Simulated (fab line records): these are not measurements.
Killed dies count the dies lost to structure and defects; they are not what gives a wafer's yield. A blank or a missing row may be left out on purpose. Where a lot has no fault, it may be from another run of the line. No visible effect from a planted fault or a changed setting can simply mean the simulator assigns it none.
fab line records    flow gf180mcu    part 1 of 2: steps 1 to 29 of 38
record lots=5  wafers=15  last-day=32
route steps=602 shown SALICIDE@281 CONTACT@287 M1@315
lots that met no fault: taken from a fault-free run of the same line
start-h: the number of hours between the record's first day and the start of the first shown wafer of the lot    wait-h: hours since the lot's step before    " identical to the entry in the row above    L1.1+2: a single row standing in for several wafers    - value missing, or start not given    * or withheld: withheld    < > ~ a bound
route shown NAME@n: NAME is a module with steps in the file, n the number in the route of the first one    usual: average and standard deviation across the fault-free wafers    same: alike in all rows    chamber/n: place in a boat    sites: per-site readings    _std_site: how widely they spread, as a standard deviation    _edge_site: the outer-site mean with the inner-site mean subtracted    radius-mm: how far each site lies from the wafer's centre    mask NAME#n: copy n    behind: the tool/chamber that last shaped the wafer    hold: the reason the lot was held/the length of the hold in hours/how it ended    device: the n, p or np transistor that did not switch    end of line: tests run on the same wafers once the route is complete    a step given without rows: its recipe and nothing more    killed: dies that structure and defects cost at the first sort, which is not the same as the wafer's yield    map: per-die view of a wafer (x killed, . not killed, _ where there is no die)
set.NAME: the setting the step ran with; set.NAME@STEP: the setting that earlier step ran with    model.NAME: the simulator's own value behind a step, which no gauge read
lots seen at some steps along the route; tables by step, rows by wafer
services: the hour from which a tool's chamber was out of use, counted from the record's first day as start-h (under 0 if before that day), plus the number of hours and why
## steps
# step GF_SALICIDE_SPUTTER_03
# recipe material=TiN  target-thk-nm=20  power-w=6500  time-s=16.7  chamber-pressure-pa=0.4
# usual throttle-valve-pct=30.2/1.1
# same time-s=16.7
lot.wafer  tool            chamber  start-h  wait-h  throttle-valve-pct
L075.1     pvd-sputter-03  -        350.72   0.0     31.9
L075.3     "               -        "        "       31.7
L075.4     "               -        "        "       28.9
L078.1     pvd-sputter-02  -        366.21   0.0     29.1
L078.5     "               -        "        "       30.0
L078.6     "               -        "        "       29.1
L081.4     pvd-sputter-02  -        401.79   0.0     28.8
L081.5     "               -        "        "       30.1
L081.6     "               -        "        "       29.1
L085.2     pvd-sputter-01  -        431.25   0.0     29.7
L085.5     "               -        "        "       29.9
L085.6     "               -        "        "       29.4
L088.1     pvd-sputter-03  -        463.46   0.0     32.1
L088.2     "               -        "        "       28.8
L088.5     "               -        "        "       31.4
# step GF_SALICIDE_RS_MEAS_04
# recipe thk-meas-gauge=four-point-probe  reads=TiN_of_SALICIDE_SPUTTER_03+Co_of_SALICIDE_SPUTTER_02
# usual SALICIDE_TIN_RS=16.3/0.3
lot.wafer  tool           chamber  start-h  wait-h  SALICIDE_TIN_RS[ohm/sq]
L075.1     film-metro-03  -        350.74   0.0     16.8
L075.3     "              -        "        "       16.8
L075.4     "              -        "        "       16.6
L078.1     film-metro-01  -        366.23   0.0     16.0
L078.5     "              -        "        "       16.1
L078.6     "              -        "        "       15.9
L081.4     film-metro-01  -        401.88   0.1     16.4
L081.5     "              -        "        "       16.7
L081.6     "              -        "        "       16.4
L085.2     film-metro-03  -        431.30   0.0     16.5
L085.5     "              -        "        "       16.3
L085.6     "              -        "        "       16.7
L088.1     film-metro-03  -        463.49   0.0     16.1
L088.2     "              -        "        "       16.2
L088.5     "              -        "        "       16.5
# step GF_SALICIDE_THK_MEAS_05
# recipe thk-meas-gauge=xrf  reads=TiN_of_SALICIDE_SPUTTER_03
# usual SALICIDE_TIN_THK=20.07/0.26
lot.wafer  tool           chamber  start-h  wait-h  SALICIDE_TIN_THK[nm]
L075.1     film-metro-03  -        350.86   0.1     20.18
L075.3     "              -        "        "       20.51
L075.4     "              -        "        "       20.12
L078.1     film-metro-01  -        366.35   0.1     19.84
L078.5     "              -        "        "       19.89
L078.6     "              -        "        "       19.79
L081.4     film-metro-01  -        401.97   0.1     20.32
L081.5     "              -        "        "       20.26
L081.6     "              -        "        "       20.10
L085.2     film-metro-03  -        431.41   0.1     20.03
L085.5     "              -        "        "       19.74
L085.6     "              -        "        "       19.87
L088.1     film-metro-03  -        463.61   0.1     20.06
L088.2     "              -        "        "       20.25
L088.5     "              -        "        "       20.31
# step GF_SALICIDE_RTA_06
# recipe temp-c=530  time-s=30  ambient=N2
# usual lamp-power-pct=6.3/0.55  wafer_temp_C_max=532.8/0.74
# same time-s=30
lot.wafer  tool           chamber  start-h  wait-h  lamp-power-pct  wafer_temp_C_max
L075.1     rtp-anneal-02  0        350.92   0.1     6.7             533.7
L075.3     "              0        "        "       6.7             533.0
L075.4     "              0        "        "       6.7             533.8
L078.1     rtp-anneal-01  0        366.41   0.1     5.6             532.1
L078.5     "              0        "        "       5.6             531.8
L078.6     "              0        "        "       5.6             532.5
L081.4     rtp-anneal-01  0        402.05   0.1     5.6             531.9
L081.5     "              0        "        "       5.6             532.4
L081.6     "              0        "        "       5.6             532.1
L085.2     rtp-anneal-01  0        431.49   0.1     5.6             532.5
L085.5     "              0        "        "       5.6             533.0
L085.6     "              0        "        "       5.6             532.5
L088.1     rtp-anneal-01  0        463.67   0.1     5.6             532.8
L088.2     "              0        "        "       5.6             533.4
L088.5     "              0        "        "       5.6             532.4
# step GF_SALICIDE_WET_ETCH_07
# recipe chemistry=SPM  target-depth-nm=120  dry=n2-spin
lot.wafer   tool          chamber  start-h  wait-h
L075.1+3+4  wet-bench-04  3        351.02   0.1
L078.1+5+6  wet-bench-02  2        366.51   0.1
L081.4+5+6  wet-bench-04  1        402.10   0.0
L085.2+5+6  wet-bench-04  3        431.66   0.1
L088.1+2+5  wet-bench-01  0        463.77   0.1
# step GF_SALICIDE_RTA_08
# recipe temp-c=800  time-s=30  ambient=N2
# usual lamp-power-pct=16.9/1.5  wafer_temp_C_max=804.1/1
# same time-s=30
lot.wafer  tool           chamber  start-h  wait-h  lamp-power-pct  wafer_temp_C_max
L075.1     rtp-anneal-01  0        351.12   0.0     15.6            804.1
L075.3     "              0        "        "       15.6            804.2
L075.4     "              0        "        "       15.6            802.8
L078.1     rtp-anneal-02  0        366.60   0.0     18.7            803.8
L078.5     "              0        "        "       18.7            805.2
L078.6     "              0        "        "       18.7            805.6
L081.4     rtp-anneal-01  0        402.26   0.1     15.6            803.0
L081.5     "              0        "        "       15.6            802.7
L081.6     "              0        "        "       15.6            804.4
L085.2     rtp-anneal-02  0        431.76   0.0     18.7            805.0
L085.5     "              0        "        "       18.7            803.8
L085.6     "              0        "        "       18.7            805.7
L088.1     rtp-anneal-02  0        463.88   0.0     18.7            804.7
L088.2     "              0        "        "       18.7            804.1
L088.5     "              0        "        "       18.7            802.7
# step GF_CONTACT_CVD_00
# recipe material=SiO2  target-thk-nm=300  sigma-open-frac=0.3  temp-c=400  time-s=50  sih4-flow-sccm=60  pressure-mtorr=6
# usual pressure-mtorr=5.999/0.011
# same time-s=50
lot.wafer  tool       chamber  start-h  wait-h  pressure-mtorr
L075.1     hdpcvd-01  2        351.22   0.1     6.002
L075.3     "          0        "        "       6.022
L075.4     "          0        "        "       6.008
L078.1     hdpcvd-01  0        366.70   0.1     6.012
L078.5     "          2        "        "       6.010
L078.6     "          1        "        "       6.000
L081.4     hdpcvd-02  1        402.33   0.1     6.001
L081.5     "          0        "        "       5.999
L081.6     "          2        "        "       5.995
L085.2     hdpcvd-01  0        431.85   0.1     6.003
L085.5     "          1        "        "       6.003
L085.6     "          2        "        "       5.992
L088.1     hdpcvd-02  1        464.08   0.2     5.992
L088.2     "          2        "        "       6.007
L088.5     "          1        "        "       5.986
# step GF_CONTACT_THK_MEAS_01
# recipe reads=SiO2_of_CONTACT_CVD_00
# usual CONTACT_CVD_00_THK=299/3.8
lot.wafer  tool           chamber  start-h  wait-h  CONTACT_CVD_00_THK[nm]
L075.1     film-metro-03  -        351.27   0.0     292
L075.3     "              -        "        "       300
L075.4     "              -        "        "       298
L078.1     film-metro-01  -        366.75   0.0     305
L078.5     "              -        "        "       297
L078.6     "              -        "        "       308
L081.4     film-metro-02  -        402.38   0.0     299
L081.5     "              -        "        "       292
L081.6     "              -        "        "       298
L085.2     film-metro-01  -        431.90   0.0     293
L085.5     "              -        "        "       303
L085.6     "              -        "        "       296
L088.1     film-metro-01  -        464.12   0.0     298
L088.2     "              -        "        "       300
L088.5     "              -        "        "       300
# step GF_CONTACT_CVD_02
# recipe material=SiO2  target-thk-nm=860  precursor=TEOS  temp-c=400  time-s=95.992  rf-w=600
# usual heater-power-w=634/82
# same time-s=95.992
lot.wafer  tool      chamber  start-h  wait-h  heater-power-w
L075.1     pecvd-02  1        351.33   0.1     534
L075.3     "         0        "        "       630
L075.4     "         0        "        "       666
L078.1     pecvd-03  1        366.81   0.1     571
L078.5     "         1        "        "       604
L078.6     "         2        "        "       470
L081.4     pecvd-03  1        402.45   0.1     645
L081.5     "         0        "        "       691
L081.6     "         2        "        "       546
L085.2     pecvd-03  1        431.95   0.0     580
L085.5     "         1        "        "       615
L085.6     "         2        "        "       463
L088.1     pecvd-03  2        464.18   0.1     520
L088.2     "         1        "        "       662
L088.5     "         1        "        "       524
# step GF_CONTACT_THK_MEAS_03
# recipe reads=SiO2_of_CONTACT_CVD_02
# usual CONTACT_CVD_02_THK=863/11
lot.wafer  tool           chamber  start-h  wait-h  CONTACT_CVD_02_THK[nm]
L075.1     film-metro-02  -        351.40   0.0     875
L075.3     "              -        "        "       867
L075.4     "              -        "        "       881
L078.1     film-metro-02  -        366.88   0.0     855
L078.5     "              -        "        "       870
L078.6     "              -        "        "       855
L081.4     film-metro-01  -        402.51   0.0     876
L081.5     "              -        "        "       878
L081.6     "              -        "        "       864
L085.2     film-metro-02  -        432.03   0.0     863
L085.5     "              -        "        "       876
L085.6     "              -        "        "       868
L088.1     film-metro-03  -        464.25   0.0     859
L088.2     "              -        "        "       855
L088.5     "              -        "        "       868
# step GF_CONTACT_CMP_04
# recipe material=SiO2  down-force-psi=4  platen-rpm=60  pad-velocity-m-s=0.94248
# usual motor-current-A=11.8/1.4  time-to-endpoint-s=112/6.1
lot.wafer  tool    chamber  start-h  wait-h  motor-current-A  time-to-endpoint-s
L075.1     cmp-01  3        351.46   0.1     10.5             117
L075.4     "       0        "        "       12.1             118
L075.3     "       2        "        "       13.7             113
L078.1     cmp-01  3        367.04   0.1     10.7             107
L078.5     "       1        "        "       12.9             122
L078.6     "       2        "        "       13.0             111
L081.4     cmp-01  3        402.59   0.1     10.3             121
L081.5     "       2        "        "       13.5             122
L081.6     "       3        "        "       11.0             117
L085.2     cmp-01  3        432.08   0.0     10.6             105
L085.5     "       3        "        "       10.7             109
L085.6     "       0        "        "       12.2             106
L088.1     cmp-02  0        464.31   0.1     11.1             111
L088.2     "       1        "        "       9.3              119
L088.5     "       1        "        "       10.1             122
# step GF_CONTACT_BOW_MEAS_05
# recipe mode=bow
# usual CONTACT_BOW=66/6.8
lot.wafer  tool           chamber  start-h  wait-h  CONTACT_BOW[um]
L075.1     film-metro-01  -        351.76   0.2     54
L075.3     "              -        "        "       61
L075.4     "              -        "        "       64
L078.1     film-metro-03  -        367.24   0.1     57
L078.5     "              -        "        "       65
L078.6     "              -        "        "       68
L081.4     film-metro-03  -        402.90   0.3     60
L081.5     "              -        "        "       66
L081.6     "              -        "        "       65
L085.2     film-metro-03  -        432.40   0.3     71
L085.5     "              -        "        "       63
L085.6     "              -        "        "       58
L088.1     film-metro-02  -        464.61   0.2     68
L088.2     "              -        "        "       50
L088.5     "              -        "        "       73
# step GF_CONTACT_DEHYDRATE_06
# recipe temp-c=200  time-s=60
# same time-s=60
lot.wafer   tool            chamber  start-h  wait-h
L075.1+3+4  litho-track-01  0        362.03   10.2
L078.1+5+6  litho-track-01  0        377.63   10.4
L081.4+5+6  litho-track-04  0        414.65   11.7
L085.2+5+6  litho-track-01  0        444.60   12.2
L088.1+2+5  litho-track-01  0        476.73   12.1
# step GF_CONTACT_HMDS_07
# recipe prime-time-s=60  prime-temp-c=120
lot.wafer   tool            chamber  start-h  wait-h
L075.1+3+4  litho-track-01  0        362.18   0.1
L078.1+5+6  litho-track-01  0        377.78   0.1
L081.4+5+6  litho-track-04  0        414.80   0.1
L085.2+5+6  litho-track-01  0        444.75   0.1
L088.1+2+5  litho-track-01  0        476.88   0.1
# step GF_CONTACT_COAT_08
# recipe resist=BARC  temp-c=withheld  time-s=withheld  spin-rpm=withheld  resist-thk-nm=withheld
lot.wafer   tool            chamber  start-h  wait-h
L075.1+3+4  litho-track-01  0        362.33   0.1
L078.1+5+6  litho-track-01  0        377.93   0.1
L081.4+5+6  litho-track-04  0        414.95   0.1
L085.2+5+6  litho-track-01  0        444.90   0.1
L088.1+2+5  litho-track-01  0        477.03   0.1
# step GF_CONTACT_COAT_09
# recipe resist=KrF  spin-rpm=withheld  resist-thk-nm=1000
lot.wafer   tool            chamber  start-h  wait-h
L075.1+3+4  litho-track-01  0        -        -
L078.1+5+6  litho-track-01  0        -        -
L081.4+5+6  litho-track-04  0        -        -
L085.2+5+6  litho-track-01  0        -        -
L088.1+2+5  litho-track-01  0        -        -
# step GF_CONTACT_SOFTBAKE_10
# recipe temp-c=130  time-s=60  resist=KrF
# same time-s=60
lot.wafer   tool            chamber  start-h  wait-h
L075.1+3+4  litho-track-01  0        -        -
L078.1+5+6  litho-track-01  0        -        -
L081.4+5+6  litho-track-04  0        -        -
L085.2+5+6  litho-track-01  0        -        -
L088.1+2+5  litho-track-01  0        -        -
# step GF_CONTACT_EXPOSE_11
# recipe mask-id=Contact  target-cd-nm=220  na=0.68  source-shape=conventional  sigma-outer=0.6  dose-mj=38
# usual focus-offset-nm=0.1/0.43
lot.wafer  tool            chamber  start-h  wait-h  mask       focus-offset-nm
L075.1     krf-scanner-01  0        -        -       Contact#0  -0.3
L075.3     "               0        "        "       Contact#0  0.2
L075.4     "               0        "        "       Contact#0  -0.1
L078.1     krf-scanner-01  0        -        -       Contact#0  -0.5
L078.5     "               0        "        "       Contact#0  0.1
L078.6     "               0        "        "       Contact#0  -0.4
L081.4     krf-scanner-01  0        -        -       Contact#0  0.6
L081.5     "               0        "        "       Contact#0  -0.3
L081.6     "               0        "        "       Contact#0  0.3
L085.2     krf-scanner-01  0        -        -       Contact#0  0.7
L085.5     "               0        "        "       Contact#0  -0.4
L085.6     "               0        "        "       Contact#0  -0.3
L088.1     krf-scanner-02  0        -        -       Contact#0  1.1
L088.2     "               0        "        "       Contact#0  0.1
L088.5     "               0        "        "       Contact#0  0.5
# step GF_CONTACT_PEB_12
# recipe peb-temp-c=135  peb-time-s=90  resist=KrF
lot.wafer   tool            chamber  start-h  wait-h
L075.1+3+4  litho-track-03  0        -        -
L078.1+5+6  litho-track-01  0        -        -
L081.4+5+6  litho-track-03  0        -        -
L085.2+5+6  litho-track-01  0        -        -
L088.1+2+5  litho-track-01  0        -        -
# step GF_CONTACT_DEVELOP_13
# recipe develop-time-s=60  resist=KrF  dev-temp-c=21
lot.wafer   tool            chamber  start-h  wait-h
L075.1+3+4  litho-track-03  0        373.16   0.2
L078.1+5+6  litho-track-01  0        389.68   0.2
L081.4+5+6  litho-track-03  0        426.73   0.1
L085.2+5+6  litho-track-01  0        457.00   0.2
L088.1+2+5  litho-track-01  0        489.43   0.2
# step GF_CONTACT_CD_MEAS_14
# recipe target-cd-nm=220
# usual cd-nm=220.4/1.3
lot.wafer  tool       chamber  start-h  wait-h  cd-nm
L075.1     cd-sem-02  -        373.31   0.1     221.0
L075.3     "          -        "        "       221.3
L075.4     "          -        "        "       220.6
L078.1     cd-sem-02  -        389.83   0.1     221.0
L078.5     "          -        "        "       221.0
L078.6     "          -        "        "       221.5
L081.4     cd-sem-01  -        426.86   0.1     219.9
L081.5     "          -        "        "       219.2
L081.6     "          -        "        "       218.9
L085.2     cd-sem-02  -        457.15   0.1     222.0
L085.5     "          -        "        "       221.4
L085.6     "          -        "        "       219.7
L088.1     cd-sem-01  -        489.58   0.1     220.6
L088.2     "          -        "        "       221.4
L088.5     "          -        "        "       221.4
# step GF_CONTACT_OVL_MEAS_15
# usual CONTACT_OVL=-3/4.6
lot.wafer  tool        chamber  start-h  wait-h  CONTACT_OVL[nm]
L075.1     overlay-02  -        373.43   0.1     -4
L075.3     "           -        "        "       -5
L075.4     "           -        "        "       0
L078.1     overlay-02  -        389.95   0.1     -7
L078.5     "           -        "        "       -2
L078.6     "           -        "        "       -9
L081.4     overlay-01  -        426.94   0.1     2
L081.5     "           -        "        "       0
L081.6     "           -        "        "       1
L085.2     overlay-02  -        457.25   0.1     -8
L085.5     "           -        "        "       -2
L085.6     "           -        "        "       -2
L088.1     overlay-01  -        489.70   0.1     1
L088.2     "           -        "        "       6
L088.5     "           -        "        "       -3
# step GF_CONTACT_ETCH_16
# recipe chemistry=N2/H2  target-depth-a=withheld  overetch-a=withheld  time-s=withheld  target=BARC  ion-energy-ev=200  source-w=500  bias-w=100  pressure-mtorr=30  n2-flow-sccm=100  h2-flow-sccm=200
# usual drypump-motor-current-A=5.8/0.45  oes-product-au=0.854/0.005  throttle-valve-pct=13.225/0.01
lot.wafer  tool         chamber  start-h  wait-h  drypump-motor-current-A  oes-product-au  throttle-valve-pct
L075.1     rie-diel-02  0        373.46   0.0     5.5                      0.853           13.236
L075.3     "            3        "        "       5.8                      0.851           13.216
L075.4     "            3        "        "       5.8                      0.854           13.219
L078.1     rie-diel-01  3        389.98   0.0     6.3                      0.853           13.225
L078.5     "            1        "        "       6.5                      0.850           13.221
L078.6     "            2        "        "       5.8                      0.854           13.226
L081.4     rie-diel-02  3        426.96   0.0     5.8                      0.851           13.229
L081.5     "            2        "        "       5.7                      0.852           13.232
L081.6     "            3        "        "       5.7                      0.851           13.222
L085.2     rie-diel-02  2        457.28   0.0     5.7                      0.851           13.237
L085.5     "            3        "        "       5.8                      0.855           13.238
L085.6     "            0        "        "       5.5                      0.861           13.222
L088.1     rie-diel-04  1        489.73   0.0     5.6                      0.858           13.224
L088.2     "            3        "        "       5.7                      0.867           13.212
L088.5     "            0        "        "       5.8                      0.848           13.216
# step GF_CONTACT_ETCH_17
# recipe chemistry=C4F8/O2/Ar  mask-material=KrF  target=SiO2  stop-on=CoSi2  source-w=1500  bias-w=1200  pressure-mtorr=40  c4f8-flow-sccm=withheld  O2_flow_sccm=6  Ar_flow_sccm=300  time-s=withheld  target-depth-a=8600
# usual oes-product-au=0.814/0.005
lot.wafer  tool         chamber  start-h  wait-h  oes-product-au
L075.1     rie-diel-02  0        -        -       0.809
L075.3     "            3        "        "       0.816
L075.4     "            3        "        "       0.811
L078.1     rie-diel-01  3        -        -       0.818
L078.5     "            1        "        "       0.811
L078.6     "            2        "        "       0.823
L081.4     rie-diel-02  3        -        -       0.813
L081.5     "            2        "        "       0.805
L081.6     "            3        "        "       0.819
L085.2     rie-diel-02  2        -        -       0.808
L085.5     "            3        "        "       0.813
L085.6     "            0        "        "       0.809
L088.1     rie-diel-04  1        -        -       0.816
L088.2     "            3        "        "       0.818
L088.5     "            0        "        "       0.807
# step GF_CONTACT_STRIP_18
# recipe chemistry=O2/N2  power-w=1400  pressure-mtorr=1500  platen-temp-c=250  o2-flow-sccm=3000  n2-flow-sccm=300  overash-fraction=0.5
# usual drypump-motor-current-A=5.7/0.36  heater-power-w=336/18  o2-flow-sccm=3000/9.3  oes-product-au=0.581/0.0049  platen-temp-c=250.01/0.19
lot.wafer  tool             chamber  start-h  wait-h  drypump-motor-current-A  heater-power-w  o2-flow-sccm  oes-product-au  platen-temp-c  rf-hours-counter-h
L075.1     plasma-asher-03  1        373.62   -       5.4                      353             3008          0.580           249.99         25
L075.3     "                1        "        "       5.3                      341             3013          0.582           249.94         -
L075.4     "                0        "        "       6.0                      358             3001          0.575           250.04         -
L078.1     plasma-asher-04  1        390.15   -       5.2                      336             3012          0.578           250.14         78
L078.5     "                1        "        "       5.1                      334             3003          0.588           249.85         -
L078.6     "                0        "        "       5.8                      295             2994          0.579           249.93         -
L081.4     plasma-asher-02  1        427.16   -       5.7                      328             3013          0.583           250.08         -
L081.5     "                0        "        "       6.2                      344             3004          0.585           249.85         -
L081.6     "                1        "        "       5.7                      323             3016          0.578           250.03         -
L085.2     plasma-asher-04  0        457.45   -       5.8                      311             2996          0.589           250.22         3
L085.5     "                1        "        "       5.1                      336             2985          0.583           250.11         -
L085.6     "                0        "        "       5.8                      308             2994          0.579           249.79         -
L088.1     plasma-asher-03  1        489.90   -       5.4                      346             3006          0.580           249.92         37
L088.2     "                0        "        "       6.0                      372             3010          0.582           250.58         37
L088.5     "                0        "        "       6.0                      372             3004          0.585           249.99         -
# step GF_CONTACT_CLEAN_19
# recipe chemistry=SPM
lot.wafer   tool          chamber  start-h  wait-h
L075.1+3+4  wet-bench-01  1        373.72   0.1
L078.1+5+6  wet-bench-01  1        390.25   0.1
L081.4+5+6  wet-bench-01  3        427.22   0.0
L085.2+5+6  wet-bench-04  0        457.55   0.1
L088.1+2+5  wet-bench-04  1        490.00   0.1
# step GF_CONTACT_CLEAN_20
# recipe chemistry=DIW
lot.wafer   tool          chamber  start-h  wait-h
L075.1+3+4  wet-bench-01  3        373.82   0.0
L078.1+5+6  wet-bench-03  0        390.35   0.0
L081.4+5+6  wet-bench-03  1        427.32   0.0
L085.2+5+6  wet-bench-01  2        457.76   0.0
L088.1+2+5  wet-bench-03  2        490.10   0.0
# step GF_CONTACT_CLEAN_21
# recipe chemistry=dHF  time-s=20  dilution=100:1  dry=ipa-marangoni
# same time-s=20
lot.wafer   tool          chamber  start-h  wait-h
L075.1+3+4  wet-bench-04  0        373.91   0.0
L078.1+5+6  wet-bench-04  3        390.44   0.0
L081.4+5+6  wet-bench-04  1        427.42   0.0
L085.2+5+6  wet-bench-03  1        457.86   0.0
L088.1+2+5  wet-bench-01  2        490.19   0.0
# step GF_CONTACT_SPUTTER_22
# recipe material=Ti  target-thk-nm=15  chamber-pressure-pa=5  power-w=2500  substrate-temp-c=200  time-s=80.02
# usual substrate-temp-c=199.98/0.19  throttle-valve-pct=30.3/1.1
# same time-s=80.02
lot.wafer  tool            chamber  start-h  wait-h  substrate-temp-c  throttle-valve-pct
L075.1     pvd-sputter-04  -        373.94   0.0     200.25            28.9
L075.3     "               -        "        "       200.13            29.2
L075.4     "               -        "        "       199.82            30.3
L078.1     pvd-sputter-01  -        390.45   0.0     200.14            30.1
L078.5     "               -        "        "       200.12            29.2
L078.6     "               -        "        "       200.13            30.5
L081.4     pvd-sputter-01  -        427.43   0.0     199.64            29.7
L081.5     "               -        "        "       200.01            29.9
L081.6     "               -        "        "       199.99            30.6
L085.2     pvd-sputter-03  -        457.87   0.0     200.12            31.5
L085.5     "               -        "        "       199.83            31.5
L085.6     "               -        "        "       200.11            31.7
L088.1     pvd-sputter-01  -        490.20   0.0     199.81            29.9
L088.2     "               -        "        "       199.98            30.5
L088.5     "               -        "        "       199.75            29.7
